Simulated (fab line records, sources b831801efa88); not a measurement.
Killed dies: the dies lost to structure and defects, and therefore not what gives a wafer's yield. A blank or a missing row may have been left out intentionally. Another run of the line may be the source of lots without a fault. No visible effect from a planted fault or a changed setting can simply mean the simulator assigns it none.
fab line records || flow sky130 || part 2 of 2: steps 29 to 38 of 38
record: {"lots": 5, "wafers": 15, "last-day": 49}
route steps=708 shown METAL4@626 VIA4@639 METAL5@661
lots with no fault: from the same line, run without faults
start-h: hours from the record's opening day to when the first of the lot's shown wafers began || wait-h: hours elapsed since this lot's preceding step || " as in the row above || L1.1+2: a row that stands for several wafers || - no value present, or no start provided || * or withheld: withheld || < > ~ a bound
route shown NAME@n: names a module that has steps shown in the file, with the first one's number in the route || usual: average and standard deviation across the fault-free wafers || same: alike in all rows || chamber/n: place in a boat || sites: the reading at each site || _std_site: their standard deviation || _edge_site: mean of outer sites minus mean of inner sites || radius-mm: for every site, how far away it sits from the centre of the wafer || mask NAME#n: copy n || behind: the most recent tool/chamber to have shaped the wafer || hold: cause of the lot's hold/its duration in hours/its outcome || device: the transistor (n, p or np) that didn't switch || end of line: tests of these same wafers at the route's end || for a step that has no rows: nothing shown but its recipe || killed: the dies lost at the first sort to structure and to defects; this is not the yield of the wafer || map: a wafer's dies, x killed, . not, _ none there
set.NAME: the setting the step ran with; set.NAME@STEP: the setting that earlier step ran with || model.NAME: the simulator's own value behind a step, which no gauge read
a table for each step, a row for each wafer; lots at some steps of the route
services: a tool's chamber out of use, with start hour (start-h, from the record's first day; less than 0 if before it), hours out, and reason
== steps ==
step: SKY_VIA4_CLEAN_15
recipe: {"chemistry": "IPA", "time-s": 180, "temp-c": 25}
{"lot.wafer": "L079.1+2+6", "tool": "wet-bench-02", "chamber": 3, "start-h": 1044.82, "wait-h": 0.1}
{"lot.wafer": "L082.1+3+5", "tool": "wet-bench-03", "chamber": 0, "start-h": 1068.94, "wait-h": 0.0}
{"lot.wafer": "L083.2+4+6", "tool": "wet-bench-04", "chamber": 3, "start-h": 1069.24, "wait-h": 0.0}
{"lot.wafer": "L088.2+3+5", "tool": "wet-bench-02", "chamber": 3, "start-h": 1099.37, "wait-h": 0.0}
{"lot.wafer": "L093.1+5+6", "tool": "wet-bench-03", "chamber": 3, "start-h": 1124.85, "wait-h": 0.0}
step: SKY_VIA4_CLEAN_16
recipe: {"chemistry": "O3/DIW", "dry": "n2-spin"}
{"lot.wafer": "L079.1+2+6", "tool": "wet-bench-03", "chamber": 3, "start-h": 1044.88, "wait-h": 0.0}
{"lot.wafer": "L082.1+3+5", "tool": "wet-bench-03", "chamber": 2, "start-h": 1069.00, "wait-h": 0.0}
{"lot.wafer": "L083.2+4+6", "tool": "wet-bench-04", "chamber": 2, "start-h": 1069.30, "wait-h": 0.0}
{"lot.wafer": "L088.2+3+5", "tool": "wet-bench-02", "chamber": 3, "start-h": 1099.42, "wait-h": 0.0}
{"lot.wafer": "L093.1+5+6", "tool": "wet-bench-02", "chamber": 1, "start-h": 1124.91, "wait-h": 0.0}
step: SKY_VIA4_SPUTTER_17
recipe: {"material": "TiN", "target-thk-nm": 20, "chamber-pressure-pa": 5, "power-w": 4000, "time-s": 80}
usual: {"throttle-valve-pct": "30.4/1.5"}
{"lot.wafer": "L079.1", "tool": "pvd-sputter-03", "chamber": "-", "start-h": 1044.97, "wait-h": 0.0, "throttle-valve-pct": 33.3}
{"lot.wafer": "L079.2", "tool": "pvd-sputter-03", "chamber": "-", "start-h": 1044.97, "wait-h": 0.0, "throttle-valve-pct": 31.2}
{"lot.wafer": "L079.6", "tool": "pvd-sputter-03", "chamber": "-", "start-h": 1044.97, "wait-h": 0.0, "throttle-valve-pct": 31.4}
{"lot.wafer": "L082.1", "tool": "pvd-sputter-02", "chamber": "-", "start-h": 1069.10, "wait-h": 0.0, "throttle-valve-pct": 31.5}
{"lot.wafer": "L082.3", "tool": "pvd-sputter-02", "chamber": "-", "start-h": 1069.10, "wait-h": 0.0, "throttle-valve-pct": 32.0}
{"lot.wafer": "L082.5", "tool": "pvd-sputter-02", "chamber": "-", "start-h": 1069.10, "wait-h": 0.0, "throttle-valve-pct": 32.2}
{"lot.wafer": "L083.2", "tool": "pvd-sputter-02", "chamber": "-", "start-h": 1069.39, "wait-h": 0.0, "throttle-valve-pct": 31.2}
{"lot.wafer": "L083.4", "tool": "pvd-sputter-02", "chamber": "-", "start-h": 1069.39, "wait-h": 0.0, "throttle-valve-pct": 29.2}
{"lot.wafer": "L083.6", "tool": "pvd-sputter-02", "chamber": "-", "start-h": 1069.39, "wait-h": 0.0, "throttle-valve-pct": 29.1}
{"lot.wafer": "L088.2", "tool": "pvd-sputter-03", "chamber": "-", "start-h": 1099.52, "wait-h": 0.0, "throttle-valve-pct": 29.6}
{"lot.wafer": "L088.3", "tool": "pvd-sputter-03", "chamber": "-", "start-h": 1099.52, "wait-h": 0.0, "throttle-valve-pct": 29.5}
{"lot.wafer": "L088.5", "tool": "pvd-sputter-03", "chamber": "-", "start-h": 1099.52, "wait-h": 0.0, "throttle-valve-pct": 29.5}
{"lot.wafer": "L093.1", "tool": "pvd-sputter-01", "chamber": "-", "start-h": 1125.00, "wait-h": 0.0, "throttle-valve-pct": 27.5}
{"lot.wafer": "L093.5", "tool": "pvd-sputter-01", "chamber": "-", "start-h": 1125.00, "wait-h": 0.0, "throttle-valve-pct": 31.1}
{"lot.wafer": "L093.6", "tool": "pvd-sputter-01", "chamber": "-", "start-h": 1125.00, "wait-h": 0.0, "throttle-valve-pct": 31.2}
step: SKY_VIA4_CVD_18
recipe: {"material": "W", "target-thk-nm": 505, "time-s": 152.14, "temp-c": 400, "pressure-torr": 40}
usual: {"chamber-pressure-Torr": "40.00/0.089", "heater-power-w": "835/47"}
{"lot.wafer": "L079.1", "tool": "cvd-w-01", "chamber": 1, "start-h": 1045.03, "wait-h": 0.0, "chamber-pressure-Torr": 40.15, "heater-power-w": 852}
{"lot.wafer": "L079.2", "tool": "cvd-w-01", "chamber": 0, "start-h": 1045.03, "wait-h": 0.0, "chamber-pressure-Torr": 40.14, "heater-power-w": 851}
{"lot.wafer": "L079.6", "tool": "cvd-w-01", "chamber": 0, "start-h": 1045.03, "wait-h": 0.0, "chamber-pressure-Torr": 40.06, "heater-power-w": 817}
{"lot.wafer": "L082.1", "tool": "cvd-w-01", "chamber": 1, "start-h": 1069.16, "wait-h": 0.0, "chamber-pressure-Torr": 39.91, "heater-power-w": 857}
{"lot.wafer": "L082.3", "tool": "cvd-w-01", "chamber": 1, "start-h": 1069.16, "wait-h": 0.0, "chamber-pressure-Torr": 39.98, "heater-power-w": 862}
{"lot.wafer": "L082.5", "tool": "cvd-w-01", "chamber": 1, "start-h": 1069.16, "wait-h": 0.0, "chamber-pressure-Torr": 40.05, "heater-power-w": 854}
{"lot.wafer": "L083.2", "tool": "cvd-w-02", "chamber": 1, "start-h": 1069.45, "wait-h": 0.0, "chamber-pressure-Torr": 39.89, "heater-power-w": 914}
{"lot.wafer": "L083.4", "tool": "cvd-w-02", "chamber": 0, "start-h": 1069.45, "wait-h": 0.0, "chamber-pressure-Torr": 39.86, "heater-power-w": 780}
{"lot.wafer": "L083.6", "tool": "cvd-w-02", "chamber": 1, "start-h": 1069.45, "wait-h": 0.0, "chamber-pressure-Torr": 39.96, "heater-power-w": 897}
{"lot.wafer": "L088.2", "tool": "cvd-w-02", "chamber": 0, "start-h": 1099.58, "wait-h": 0.0, "chamber-pressure-Torr": 40.00, "heater-power-w": 789}
{"lot.wafer": "L088.3", "tool": "cvd-w-02", "chamber": 0, "start-h": 1099.58, "wait-h": 0.0, "chamber-pressure-Torr": 39.88, "heater-power-w": 778}
{"lot.wafer": "L088.5", "tool": "cvd-w-02", "chamber": 1, "start-h": 1099.58, "wait-h": 0.0, "chamber-pressure-Torr": 39.85, "heater-power-w": 899}
{"lot.wafer": "L093.1", "tool": "cvd-w-02", "chamber": 0, "start-h": 1125.06, "wait-h": 0.0, "chamber-pressure-Torr": 39.96, "heater-power-w": 781}
{"lot.wafer": "L093.5", "tool": "cvd-w-02", "chamber": 1, "start-h": 1125.06, "wait-h": 0.0, "chamber-pressure-Torr": 39.96, "heater-power-w": 892}
{"lot.wafer": "L093.6", "tool": "cvd-w-02", "chamber": 0, "start-h": 1125.06, "wait-h": 0.0, "chamber-pressure-Torr": 39.94, "heater-power-w": 773}
step: SKY_VIA4_RS_MEAS_19
recipe: {"thk-meas-gauge": "four-point-probe", "reads": "W_of_VIA4_CVD_18+TiN_of_VIA4_SPUTTER_17"}
usual: {"VIA4_W_RS": "0.2256/0.0025"}
{"lot.wafer": "L079.1", "tool": "film-metro-03", "chamber": "-", "start-h": 1045.19, "wait-h": 0.1, "VIA4_W_RS[ohm/sq]": 0.2300}
{"lot.wafer": "L079.2", "tool": "film-metro-03", "chamber": "-", "start-h": 1045.19, "wait-h": 0.1, "VIA4_W_RS[ohm/sq]": 0.2214}
{"lot.wafer": "L079.6", "tool": "film-metro-03", "chamber": "-", "start-h": 1045.19, "wait-h": 0.1, "VIA4_W_RS[ohm/sq]": 0.2261}
{"lot.wafer": "L082.1", "tool": "film-metro-02", "chamber": "-", "start-h": 1069.31, "wait-h": 0.1, "VIA4_W_RS[ohm/sq]": 0.2280}
{"lot.wafer": "L082.3", "tool": "film-metro-02", "chamber": "-", "start-h": 1069.31, "wait-h": 0.1, "VIA4_W_RS[ohm/sq]": 0.2299}
{"lot.wafer": "L082.5", "tool": "film-metro-02", "chamber": "-", "start-h": 1069.31, "wait-h": 0.1, "VIA4_W_RS[ohm/sq]": 0.2269}
{"lot.wafer": "L083.2", "tool": "film-metro-02", "chamber": "-", "start-h": 1069.62, "wait-h": 0.1, "VIA4_W_RS[ohm/sq]": 0.2276}
{"lot.wafer": "L083.4", "tool": "film-metro-02", "chamber": "-", "start-h": 1069.62, "wait-h": 0.1, "VIA4_W_RS[ohm/sq]": 0.2254}
{"lot.wafer": "L083.6", "tool": "film-metro-02", "chamber": "-", "start-h": 1069.62, "wait-h": 0.1, "VIA4_W_RS[ohm/sq]": 0.2265}
{"lot.wafer": "L088.2", "tool": "film-metro-02", "chamber": "-", "start-h": 1099.75, "wait-h": 0.1, "VIA4_W_RS[ohm/sq]": 0.2232}
{"lot.wafer": "L088.3", "tool": "film-metro-02", "chamber": "-", "start-h": 1099.75, "wait-h": 0.1, "VIA4_W_RS[ohm/sq]": 0.2246}
{"lot.wafer": "L088.5", "tool": "film-metro-02", "chamber": "-", "start-h": 1099.75, "wait-h": 0.1, "VIA4_W_RS[ohm/sq]": 0.2257}
{"lot.wafer": "L093.1", "tool": "film-metro-03", "chamber": "-", "start-h": 1125.21, "wait-h": 0.1, "VIA4_W_RS[ohm/sq]": 0.2270}
{"lot.wafer": "L093.5", "tool": "film-metro-03", "chamber": "-", "start-h": 1125.21, "wait-h": 0.1, "VIA4_W_RS[ohm/sq]": 0.2268}
{"lot.wafer": "L093.6", "tool": "film-metro-03", "chamber": "-", "start-h": 1125.21, "wait-h": 0.1, "VIA4_W_RS[ohm/sq]": 0.2254}
step: SKY_VIA4_THK_MEAS_20
recipe: {"thk-meas-gauge": "xrf", "reads": "W_of_VIA4_CVD_18"}
usual: {"VIA4_W_THK": "502/6.2"}
{"lot.wafer": "L079.1", "tool": "film-metro-03", "chamber": "-", "start-h": 1045.31, "wait-h": 0.1, "VIA4_W_THK[nm]": 495}
{"lot.wafer": "L079.2", "tool": "film-metro-03", "chamber": "-", "start-h": 1045.31, "wait-h": 0.1, "VIA4_W_THK[nm]": 513}
{"lot.wafer": "L079.6", "tool": "film-metro-03", "chamber": "-", "start-h": 1045.31, "wait-h": 0.1, "VIA4_W_THK[nm]": 501}
{"lot.wafer": "L082.1", "tool": "film-metro-02", "chamber": "-", "start-h": 1069.43, "wait-h": 0.1, "VIA4_W_THK[nm]": 494}
{"lot.wafer": "L082.3", "tool": "film-metro-02", "chamber": "-", "start-h": 1069.43, "wait-h": 0.1, "VIA4_W_THK[nm]": 490}
{"lot.wafer": "L082.5", "tool": "film-metro-02", "chamber": "-", "start-h": 1069.43, "wait-h": 0.1, "VIA4_W_THK[nm]": 497}
{"lot.wafer": "L083.2", "tool": "film-metro-02", "chamber": "-", "start-h": 1069.73, "wait-h": 0.1, "VIA4_W_THK[nm]": 497}
{"lot.wafer": "L083.4", "tool": "film-metro-02", "chamber": "-", "start-h": 1069.73, "wait-h": 0.1, "VIA4_W_THK[nm]": 500}
{"lot.wafer": "L083.6", "tool": "film-metro-02", "chamber": "-", "start-h": 1069.73, "wait-h": 0.1, "VIA4_W_THK[nm]": 498}
{"lot.wafer": "L088.2", "tool": "film-metro-02", "chamber": "-", "start-h": 1099.86, "wait-h": 0.1, "VIA4_W_THK[nm]": 506}
{"lot.wafer": "L088.3", "tool": "film-metro-02", "chamber": "-", "start-h": 1099.86, "wait-h": 0.1, "VIA4_W_THK[nm]": 501}
{"lot.wafer": "L088.5", "tool": "film-metro-02", "chamber": "-", "start-h": 1099.86, "wait-h": 0.1, "VIA4_W_THK[nm]": 497}
{"lot.wafer": "L093.1", "tool": "film-metro-03", "chamber": "-", "start-h": 1125.33, "wait-h": 0.1, "VIA4_W_THK[nm]": 500}
{"lot.wafer": "L093.5", "tool": "film-metro-03", "chamber": "-", "start-h": 1125.33, "wait-h": 0.1, "VIA4_W_THK[nm]": 502}
{"lot.wafer": "L093.6", "tool": "film-metro-03", "chamber": "-", "start-h": 1125.33, "wait-h": 0.1, "VIA4_W_THK[nm]": 504}
step: SKY_VIA4_CMP_21
recipe: {"stop-on": "SiO2", "t-overpolish-s": 25, "down-force-psi": 3.5, "platen-rpm": 60, "target-thk-nm": 0, "pad-velocity-m-s": 0.94248}
usual: {"motor-current-A": "10.9/1", "overpolish-run-s": "25.000/0.0085", "platen-rpm": "59.99/0.04", "time-to-endpoint-s": "123/3.3"}
{"lot.wafer": "L079.1", "tool": "cmp-01", "chamber": 2, "start-h": 1045.62, "wait-h": 0.3, "motor-current-A": 12.3, "overpolish-run-s": 25.002, "platen-rpm": 60.00, "time-to-endpoint-s": 124}
{"lot.wafer": "L079.2", "tool": "cmp-01", "chamber": 3, "start-h": 1045.62, "wait-h": 0.3, "motor-current-A": 10.8, "overpolish-run-s": 24.994, "platen-rpm": 59.96, "time-to-endpoint-s": 124}
{"lot.wafer": "L079.6", "tool": "cmp-01", "chamber": 1, "start-h": 1045.62, "wait-h": 0.3, "motor-current-A": 10.8, "overpolish-run-s": 24.995, "platen-rpm": 59.92, "time-to-endpoint-s": 128}
{"lot.wafer": "L082.3", "tool": "cmp-02", "chamber": 1, "start-h": 1069.54, "wait-h": 0.1, "motor-current-A": 10.8, "overpolish-run-s": 25.003, "platen-rpm": 60.04, "time-to-endpoint-s": 123}
{"lot.wafer": "L082.1", "tool": "cmp-02", "chamber": 2, "start-h": 1069.54, "wait-h": 0.1, "motor-current-A": 9.5, "overpolish-run-s": 24.991, "platen-rpm": 59.99, "time-to-endpoint-s": 124}
{"lot.wafer": "L082.5", "tool": "cmp-02", "chamber": 1, "start-h": 1069.54, "wait-h": 0.1, "motor-current-A": 10.3, "overpolish-run-s": 25.001, "platen-rpm": 60.02, "time-to-endpoint-s": 124}
{"lot.wafer": "L083.2", "tool": "cmp-01", "chamber": 1, "start-h": 1069.85, "wait-h": 0.1, "motor-current-A": 10.7, "overpolish-run-s": 24.993, "platen-rpm": 59.95, "time-to-endpoint-s": 123}
{"lot.wafer": "L083.4", "tool": "cmp-01", "chamber": 3, "start-h": 1069.85, "wait-h": 0.1, "motor-current-A": 11.6, "overpolish-run-s": 24.996, "platen-rpm": 59.99, "time-to-endpoint-s": 120}
{"lot.wafer": "L083.6", "tool": "cmp-01", "chamber": 0, "start-h": 1069.85, "wait-h": 0.1, "motor-current-A": 12.5, "overpolish-run-s": 25.006, "platen-rpm": 59.98, "time-to-endpoint-s": 124}
{"lot.wafer": "L088.3", "tool": "cmp-02", "chamber": 1, "start-h": 1099.96, "wait-h": 0.1, "motor-current-A": 10.6, "overpolish-run-s": 24.996, "platen-rpm": 60.08, "time-to-endpoint-s": 124}
{"lot.wafer": "L088.2", "tool": "cmp-02", "chamber": 3, "start-h": 1099.96, "wait-h": 0.1, "motor-current-A": 10.8, "overpolish-run-s": 25.010, "platen-rpm": 59.93, "time-to-endpoint-s": 124}
{"lot.wafer": "L088.5", "tool": "cmp-02", "chamber": 0, "start-h": 1099.96, "wait-h": 0.1, "motor-current-A": 10.3, "overpolish-run-s": 24.998, "platen-rpm": 59.99, "time-to-endpoint-s": 120}
{"lot.wafer": "L093.1", "tool": "cmp-01", "chamber": 2, "start-h": 1125.54, "wait-h": 0.2, "motor-current-A": 12.2, "overpolish-run-s": 25.002, "platen-rpm": 59.95, "time-to-endpoint-s": 119}
{"lot.wafer": "L093.6", "tool": "cmp-01", "chamber": 3, "start-h": 1125.54, "wait-h": 0.2, "motor-current-A": 11.4, "overpolish-run-s": 25.009, "platen-rpm": 60.04, "time-to-endpoint-s": 119}
{"lot.wafer": "L093.5", "tool": "cmp-01", "chamber": 0, "start-h": 1125.54, "wait-h": 0.2, "motor-current-A": 12.7, "overpolish-run-s": 24.987, "platen-rpm": 60.03, "time-to-endpoint-s": 121}
step: SKY_METAL5_SPUTTER_00
recipe: {"material": "Ti", "target-thk-nm": 15, "power-w": 3000, "time-s": 10, "chamber-pressure-pa": 0.4}
usual: {"throttle-valve-pct": "30.2/1.3"}
{"lot.wafer": "L079.1", "tool": "pvd-sputter-01", "chamber": "-", "start-h": 1045.87, "wait-h": 0.2, "throttle-valve-pct": 30.9}
{"lot.wafer": "L079.2", "tool": "pvd-sputter-01", "chamber": "-", "start-h": 1045.87, "wait-h": 0.2, "throttle-valve-pct": 27.7}
{"lot.wafer": "L079.6", "tool": "pvd-sputter-01", "chamber": "-", "start-h": 1045.87, "wait-h": 0.2, "throttle-valve-pct": 27.7}
{"lot.wafer": "L082.1", "tool": "pvd-sputter-04", "chamber": "-", "start-h": 1069.79, "wait-h": 0.1, "throttle-valve-pct": 29.6}
{"lot.wafer": "L082.3", "tool": "pvd-sputter-04", "chamber": "-", "start-h": 1069.79, "wait-h": 0.1, "throttle-valve-pct": 31.9}
{"lot.wafer": "L082.5", "tool": "pvd-sputter-04", "chamber": "-", "start-h": 1069.79, "wait-h": 0.1, "throttle-valve-pct": 29.7}
{"lot.wafer": "L083.2", "tool": "pvd-sputter-01", "chamber": "-", "start-h": 1070.10, "wait-h": 0.2, "throttle-valve-pct": 31.3}
{"lot.wafer": "L083.4", "tool": "pvd-sputter-01", "chamber": "-", "start-h": 1070.10, "wait-h": 0.2, "throttle-valve-pct": 31.4}
{"lot.wafer": "L083.6", "tool": "pvd-sputter-01", "chamber": "-", "start-h": 1070.10, "wait-h": 0.2, "throttle-valve-pct": 30.8}
{"lot.wafer": "L088.2", "tool": "pvd-sputter-04", "chamber": "-", "start-h": 1100.21, "wait-h": 0.1, "throttle-valve-pct": 29.7}
{"lot.wafer": "L088.3", "tool": "pvd-sputter-04", "chamber": "-", "start-h": 1100.21, "wait-h": 0.1, "throttle-valve-pct": 29.8}
{"lot.wafer": "L088.5", "tool": "pvd-sputter-04", "chamber": "-", "start-h": 1100.21, "wait-h": 0.1, "throttle-valve-pct": 32.1}
{"lot.wafer": "L093.1", "tool": "pvd-sputter-01", "chamber": "-", "start-h": 1125.69, "wait-h": 0.1, "throttle-valve-pct": 31.2}
{"lot.wafer": "L093.5", "tool": "pvd-sputter-01", "chamber": "-", "start-h": 1125.69, "wait-h": 0.1, "throttle-valve-pct": 30.1}
{"lot.wafer": "L093.6", "tool": "pvd-sputter-01", "chamber": "-", "start-h": 1125.69, "wait-h": 0.1, "throttle-valve-pct": 31.4}
step: SKY_METAL5_SPUTTER_01
recipe: {"material": "TiN", "target-thk-nm": 20, "power-w": 6500, "time-s": 16.7, "chamber-pressure-pa": 0.4}
usual: {"throttle-valve-pct": "30.2/1.3"}
{"lot.wafer": "L079.1", "tool": "pvd-sputter-01", "chamber": "-", "start-h": 1045.90, "wait-h": 0.0, "throttle-valve-pct": 30.9}
{"lot.wafer": "L079.2", "tool": "pvd-sputter-01", "chamber": "-", "start-h": 1045.90, "wait-h": 0.0, "throttle-valve-pct": 27.7}
{"lot.wafer": "L079.6", "tool": "pvd-sputter-01", "chamber": "-", "start-h": 1045.90, "wait-h": 0.0, "throttle-valve-pct": 27.7}
{"lot.wafer": "L082.1", "tool": "pvd-sputter-04", "chamber": "-", "start-h": 1069.81, "wait-h": 0.0, "throttle-valve-pct": 29.6}
{"lot.wafer": "L082.3", "tool": "pvd-sputter-04", "chamber": "-", "start-h": 1069.81, "wait-h": 0.0, "throttle-valve-pct": 31.8}
{"lot.wafer": "L082.5", "tool": "pvd-sputter-04", "chamber": "-", "start-h": 1069.81, "wait-h": 0.0, "throttle-valve-pct": 29.4}
{"lot.wafer": "L083.2", "tool": "pvd-sputter-01", "chamber": "-", "start-h": 1070.12, "wait-h": 0.0, "throttle-valve-pct": 31.4}
{"lot.wafer": "L083.4", "tool": "pvd-sputter-01", "chamber": "-", "start-h": 1070.12, "wait-h": 0.0, "throttle-valve-pct": 31.0}
{"lot.wafer": "L083.6", "tool": "pvd-sputter-01", "chamber": "-", "start-h": 1070.12, "wait-h": 0.0, "throttle-valve-pct": 30.9}
{"lot.wafer": "L088.2", "tool": "pvd-sputter-04", "chamber": "-", "start-h": 1100.23, "wait-h": 0.0, "throttle-valve-pct": 29.8}
{"lot.wafer": "L088.3", "tool": "pvd-sputter-04", "chamber": "-", "start-h": 1100.23, "wait-h": 0.0, "throttle-valve-pct": 29.5}
{"lot.wafer": "L088.5", "tool": "pvd-sputter-04", "chamber": "-", "start-h": 1100.23, "wait-h": 0.0, "throttle-valve-pct": 32.1}
{"lot.wafer": "L093.1", "tool": "pvd-sputter-01", "chamber": "-", "start-h": 1125.71, "wait-h": 0.0, "throttle-valve-pct": 31.1}
{"lot.wafer": "L093.5", "tool": "pvd-sputter-01", "chamber": "-", "start-h": 1125.71, "wait-h": 0.0, "throttle-valve-pct": 29.9}
{"lot.wafer": "L093.6", "tool": "pvd-sputter-01", "chamber": "-", "start-h": 1125.71, "wait-h": 0.0, "throttle-valve-pct": 31.3}
step: SKY_METAL5_SPUTTER_02
recipe: {"material": "AlCu", "target-thk-nm": 1150, "power-w": 10600, "time-s": 61.2, "chamber-pressure-pa": 0.4}
usual: {"throttle-valve-pct": "30.2/1.3"}
{"lot.wafer": "L079.1", "tool": "pvd-sputter-01", "chamber": "-", "start-h": 1045.92, "wait-h": 0.0, "throttle-valve-pct": 31.1}
{"lot.wafer": "L079.2", "tool": "pvd-sputter-01", "chamber": "-", "start-h": 1045.92, "wait-h": 0.0, "throttle-valve-pct": 27.6}
{"lot.wafer": "L079.6", "tool": "pvd-sputter-01", "chamber": "-", "start-h": 1045.92, "wait-h": 0.0, "throttle-valve-pct": 27.9}
{"lot.wafer": "L082.1", "tool": "pvd-sputter-04", "chamber": "-", "start-h": 1069.84, "wait-h": 0.0, "throttle-valve-pct": 29.6}
{"lot.wafer": "L082.3", "tool": "pvd-sputter-04", "chamber": "-", "start-h": 1069.84, "wait-h": 0.0, "throttle-valve-pct": 31.9}
{"lot.wafer": "L082.5", "tool": "pvd-sputter-04", "chamber": "-", "start-h": 1069.84, "wait-h": 0.0, "throttle-valve-pct": 29.5}
{"lot.wafer": "L083.2", "tool": "pvd-sputter-01", "chamber": "-", "start-h": 1070.14, "wait-h": 0.0, "throttle-valve-pct": 31.2}
{"lot.wafer": "L083.4", "tool": "pvd-sputter-01", "chamber": "-", "start-h": 1070.14, "wait-h": 0.0, "throttle-valve-pct": 31.0}
{"lot.wafer": "L083.6", "tool": "pvd-sputter-01", "chamber": "-", "start-h": 1070.14, "wait-h": 0.0, "throttle-valve-pct": 30.9}
{"lot.wafer": "L088.2", "tool": "pvd-sputter-04", "chamber": "-", "start-h": 1100.26, "wait-h": 0.0, "throttle-valve-pct": 29.6}
{"lot.wafer": "L088.3", "tool": "pvd-sputter-04", "chamber": "-", "start-h": 1100.26, "wait-h": 0.0, "throttle-valve-pct": 29.7}
{"lot.wafer": "L088.5", "tool": "pvd-sputter-04", "chamber": "-", "start-h": 1100.26, "wait-h": 0.0, "throttle-valve-pct": 31.9}
{"lot.wafer": "L093.1", "tool": "pvd-sputter-01", "chamber": "-", "start-h": 1125.74, "wait-h": 0.0, "throttle-valve-pct": 30.9}
{"lot.wafer": "L093.5", "tool": "pvd-sputter-01", "chamber": "-", "start-h": 1125.74, "wait-h": 0.0, "throttle-valve-pct": 30.2}
{"lot.wafer": "L093.6", "tool": "pvd-sputter-01", "chamber": "-", "start-h": 1125.74, "wait-h": 0.0, "throttle-valve-pct": 31.2}
== services ==
{"tool": "plasma-asher-01", "chamber": "-", "start-h": 985.93, "hours": 11.8, "kind": "repair"}
{"tool": "pvd-sputter-01", "chamber": "-", "start-h": 988.33, "hours": 20.5, "kind": "repair"}
{"tool": "cmp-01", "chamber": "-", "start-h": 991.06, "hours": 3.6, "kind": "repair"}
{"tool": "krf-scanner-02", "chamber": "-", "start-h": 996.41, "hours": 1.0, "kind": "pm"}
{"tool": "krf-scanner-02", "chamber": "-", "start-h": 1003.03, "hours": 0.3, "kind": "repair"}
{"tool": "krf-scanner-02", "chamber": "-", "start-h": 1007.54, "hours": 0.3, "kind": "repair"}
{"tool": "cmp-02", "chamber": "-", "start-h": 1009.17, "hours": 2.3, "kind": "repair"}
{"tool": "krf-scanner-02", "chamber": "-", "start-h": 1013.86, "hours": 0.8, "kind": "pm"}
{"tool": "rie-metal-03", "chamber": "-", "start-h": 1025.77, "hours": 2.8, "kind": "pm"}
{"tool": "cmp-02", "chamber": "-", "start-h": 1026.43, "hours": 2.1, "kind": "repair"}
{"tool": "rie-metal-03", "chamber": "-", "start-h": 1030.18, "hours": 14.6, "kind": "pm"}
{"tool": "cmp-01", "chamber": "-", "start-h": 1036.35, "hours": 3.8, "kind": "repair"}
{"tool": "cmp-01", "chamber": "-", "start-h": 1036.82, "hours": 4.3, "kind": "repair"}
{"tool": "cmp-01", "chamber": "-", "start-h": 1038.90, "hours": 1.0, "kind": "repair"}
{"tool": "rie-metal-01", "chamber": "-", "start-h": 1055.58, "hours": 0.8, "kind": "repair"}
{"tool": "rie-diel-01", "chamber": 3, "start-h": 1059.85, "hours": 4.8, "kind": "repair"}
{"tool": "krf-scanner-02", "chamber": "-", "start-h": 1064.20, "hours": 1.2, "kind": "repair"}
{"tool": "krf-scanner-02", "chamber": "-", "start-h": 1065.38, "hours": 3.6, "kind": "pm"}
{"tool": "iline-stepper-02", "chamber": "-", "start-h": 1075.35, "hours": 9.3, "kind": "repair"}
{"tool": "rie-metal-03", "chamber": "-", "start-h": 1081.79, "hours": 5.9, "kind": "repair"}
{"tool": "krf-scanner-02", "chamber": "-", "start-h": 1084.08, "hours": 1.3, "kind": "pm"}
{"tool": "cmp-01", "chamber": "-", "start-h": 1085.44, "hours": 4.0, "kind": "pm"}
{"tool": "rie-metal-01", "chamber": "-", "start-h": 1104.86, "hours": 2.8, "kind": "pm"}
{"tool": "iline-stepper-02", "chamber": "-", "start-h": 1123.86, "hours": 0.8, "kind": "repair"}
